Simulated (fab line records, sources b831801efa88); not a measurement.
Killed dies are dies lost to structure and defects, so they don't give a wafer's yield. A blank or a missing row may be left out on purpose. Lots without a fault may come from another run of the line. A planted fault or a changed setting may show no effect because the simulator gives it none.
Which tool did it? | flow sky130 | 12 lots, 36 wafers sampled, at 5 steps of a route of 708

WHAT THE GAUGES READ, wafer by wafer
SKY_VT_ADJUST_NCORE_OVL_MEAS_08.
lot  | measured     | on         | VT_ADJUST_NCORE_OVL (nm)
L578 | day 8 08:50  | overlay-01 | -2.5 -2.4 -2.8
L579 | day 8 16:40  | overlay-01 | -0.3 -1.8 -1.6
L580 | day 9 01:11  | overlay-02 | -2.0 -0.1 -0.5
L581 | day 9 06:49  | overlay-02 | 0.5 -1.1 -0.6
L583 | day 9 22:22  | overlay-02 | -1.9 -3.4 -2.4
L584 | day 10 08:53 | overlay-01 | 0.3 -1.8 -0.6
L588 | day 11 12:08 | overlay-02 | -1.9 -0.1 -0.9
L589 | day 11 19:44 | overlay-02 | -1.4 -2.2 -2.2
L595 | day 13 13:59 | overlay-02 | -0.1 -0.5 0.1
L597 | day 14 05:59 | overlay-01 | -1.6 0.4 0.9
L599 | day 14 18:11 | overlay-02 | 0.6 -2.6 1.4
L601 | day 15 18:02 | overlay-01 | -0.4 -3.4 -2.2

SKY_SONOS_TUNNEL_CD_MEAS_07: target cd 410 nm.
lot  | measured     | on        | cd_nm (nm)
L578 | day 11 04:17 | cd_sem-01 | 411.5 411.6 412.8
L579 | day 11 13:07 | cd_sem-01 | 408.4 407.1 408.4
L580 | day 11 23:14 | cd_sem-02 | 411.1 411.0 409.0
L581 | day 12 03:56 | cd_sem-02 | 413.0 411.3 412.8
L583 | day 12 23:38 | cd_sem-01 | 409.5 410.7 409.2
L584 | day 13 10:16 | cd_sem-01 | 411.2 410.4 410.0
L588 | day 14 15:37 | cd_sem-01 | 408.3 410.2 409.2
L589 | day 15 00:23 | cd_sem-02 | 411.4 411.7 410.8
L595 | day 16 23:19 | cd_sem-01 | 413.8 412.9 410.3
L597 | day 17 17:20 | cd_sem-01 | 411.3 406.6 403.2
L599 | day 18 07:17 | cd_sem-01 | 409.8 411.1 408.6
L601 | day 19 10:14 | cd_sem-02 | 407.1 405.4 407.5

WHICH TOOL RAN EACH LOT (tool, then ch and the chambers of the sampled wafers, then the start)
lot  | SKY_VT_ADJUST_NCORE_STRIP_10         | SKY_VT_ADJUST_PCH_STRIP_09           | SKY_SONOS_TUNNEL_DEVELOP_06
L578 | plasma_asher-01 ch 1, day 8 09:01    | plasma_asher-02 ch 0, day 10 05:26   | litho_track-02 ch 0, day 11 04:08
L579 | plasma_asher-03 ch 0,1, day 8 16:50  | plasma_asher-02 ch 0,1, day 10 13:18 | litho_track-04 ch 0, day 11 12:58
L580 | plasma_asher-03 ch 0,1, day 9 01:23  | plasma_asher-03 ch 0,1, day 10 23:13 | litho_track-01 ch 0, day 11 23:05
L581 | plasma_asher-01 ch 0,1, day 9 06:59  | plasma_asher-03 ch 0,1, day 11 05:35 | litho_track-01 ch 0, day 12 03:47
L583 | plasma_asher-02 ch 0,1, day 9 22:34  | plasma_asher-03 ch 0, day 11 22:17   | litho_track-01 ch 0, day 12 23:29
L584 | plasma_asher-03 ch 0,1, day 10 09:04 | plasma_asher-04 ch 0,1, day 12 09:09 | litho_track-01 ch 0, day 13 10:07
L588 | plasma_asher-03 ch 0,1, day 11 12:19 | plasma_asher-04 ch 0,1, day 13 13:26 | litho_track-02 ch 0, day 14 15:28
L589 | plasma_asher-01 ch 0,1, day 11 19:55 | plasma_asher-04 ch 0,1, day 13 22:29 | litho_track-02 ch 0, day 15 00:14
L595 | plasma_asher-01 ch 0,1, day 13 14:10 | plasma_asher-03 ch 0,1, day 15 18:47 | litho_track-04 ch 0, day 16 23:10
L597 | plasma_asher-02 ch 0,1, day 14 06:10 | plasma_asher-02 ch 0,1, day 16 12:17 | litho_track-04 ch 0, day 17 17:11
L599 | plasma_asher-03 ch 0,1, day 14 18:22 | plasma_asher-02 ch 0,1, day 17 02:11 | litho_track-01 ch 0, day 18 07:08
L601 | plasma_asher-02 ch 0,1, day 15 18:13 | plasma_asher-02 ch 0,1, day 18 04:32 | litho_track-01 ch 0, day 19 10:05
- SKY_VT_ADJUST_NCORE_STRIP_10: strips in O2/N2.
- SKY_VT_ADJUST_PCH_STRIP_09: strips in O2/N2.
- SKY_SONOS_TUNNEL_DEVELOP_06: develop time 60 s.

WHAT THE TOOLS THEMSELVES READ (means of the sampled wafers that have a number; where no wafer has one, the mark that the record gives instead)
SKY_VT_ADJUST_NCORE_STRIP_10.
lot  | tool            | chamber_pressure_mTorr (mTorr) | drypump_motor_current_A (A) | o2_flow_sccm (sccm) | oes_product_au (a.u.) | strip_time_to_endpoint_s (s)
L578 | plasma_asher-01 | 1499.2                         | 6.1                         | 3007                | 0.713                 | 14.15
L579 | plasma_asher-03 | 1501.4                         | 5.9                         | 2989                | 0.712                 | 14.20
L580 | plasma_asher-03 | 1499.9                         | 5.6                         | 2988                | 0.721                 | 14.13
L581 | plasma_asher-01 | 1499.4                         | 5.5                         | 3003                | 0.715                 | 14.16
L583 | plasma_asher-02 | 1500.5                         | 5.7                         | 2999                | 0.714                 | 14.14
L584 | plasma_asher-03 | 1497.6                         | 5.9                         | 2990                | 0.717                 | 14.12
L588 | plasma_asher-03 | 1499.7                         | 5.9                         | 3003                | 0.712                 | 14.16
L589 | plasma_asher-01 | 1498.8                         | 5.5                         | 2996                | 0.715                 | 14.13
L595 | plasma_asher-01 | 1500.3                         | 5.5                         | 3000                | 0.716                 | 14.16
L597 | plasma_asher-02 | 1499.8                         | 5.2                         | 3000                | 0.717                 | 14.20
L599 | plasma_asher-03 | 1499.4                         | 5.6                         | 2999                | 0.716                 | 14.21
L601 | plasma_asher-02 | 1499.1                         | 5.6                         | 2998                | 0.716                 | 14.15

SKY_VT_ADJUST_PCH_STRIP_09.
lot  | tool            | chamber_pressure_mTorr (mTorr) | drypump_motor_current_A (A) | o2_flow_sccm (sccm) | oes_product_au (a.u.) | strip_time_to_endpoint_s (s)
L578 | plasma_asher-02 | 1498.7                         | 6.0                         | 2994                | 0.722                 | 36.88
L579 | plasma_asher-02 | 1501.0                         | 5.6                         | 3000                | 0.726                 | 36.92
L580 | plasma_asher-03 | 1500.8                         | 5.9                         | 3004                | 0.719                 | 36.98
L581 | plasma_asher-03 | 1500.0                         | 5.9                         | 3010                | 0.723                 | 36.86
L583 | plasma_asher-03 | 1500.1                         | 6.1                         | 2989                | 0.729                 | 36.96
L584 | plasma_asher-04 | 1500.3                         | 5.4                         | 3001                | 0.716                 | 36.86
L588 | plasma_asher-04 | 1500.2                         | 5.2                         | 2999                | 0.724                 | 37.12
L589 | plasma_asher-04 | 1500.1                         | 5.4                         | 3000                | 0.724                 | 36.94
L595 | plasma_asher-03 | 1499.7                         | 5.6                         | 3010                | 0.725                 | 36.85
L597 | plasma_asher-02 | 1499.7                         | 5.2                         | 3000                | 0.723                 | 36.93
L599 | plasma_asher-02 | 1501.1                         | 5.6                         | 2992                | 0.723                 | 36.96
L601 | plasma_asher-02 | 1499.9                         | 5.2                         | 2994                | 0.727                 | 37.00

THE ANSWER, worked out from the rows above alone
Rule: what is usual is taken from the lots themselves. Put in order of their means at a reading, lots are off if they are a third of the lots or fewer, leave a main group of 4 or more, and stand apart from it by a gap of 3 or more times the standard deviation of the main group's means; of several such gaps the widest counts. A main group whose means are all the same, to the digits that the tables above print for the reading, isn't used. A lot without any number at a reading at which 4 lots or more have one is off too. The other lots that the step has rows for count as sound. The gauges are gone through in route order, then the tools' own readings, and for those a lot's mean is taken as printed above. The first step at which some lot is off is used, and at that step the reading that is off furthest; a lot without a number counts as furthest.
No lot is off at any reading shown: from this, nothing can be told.

WHAT THE SIMULATOR HAD PUT IN
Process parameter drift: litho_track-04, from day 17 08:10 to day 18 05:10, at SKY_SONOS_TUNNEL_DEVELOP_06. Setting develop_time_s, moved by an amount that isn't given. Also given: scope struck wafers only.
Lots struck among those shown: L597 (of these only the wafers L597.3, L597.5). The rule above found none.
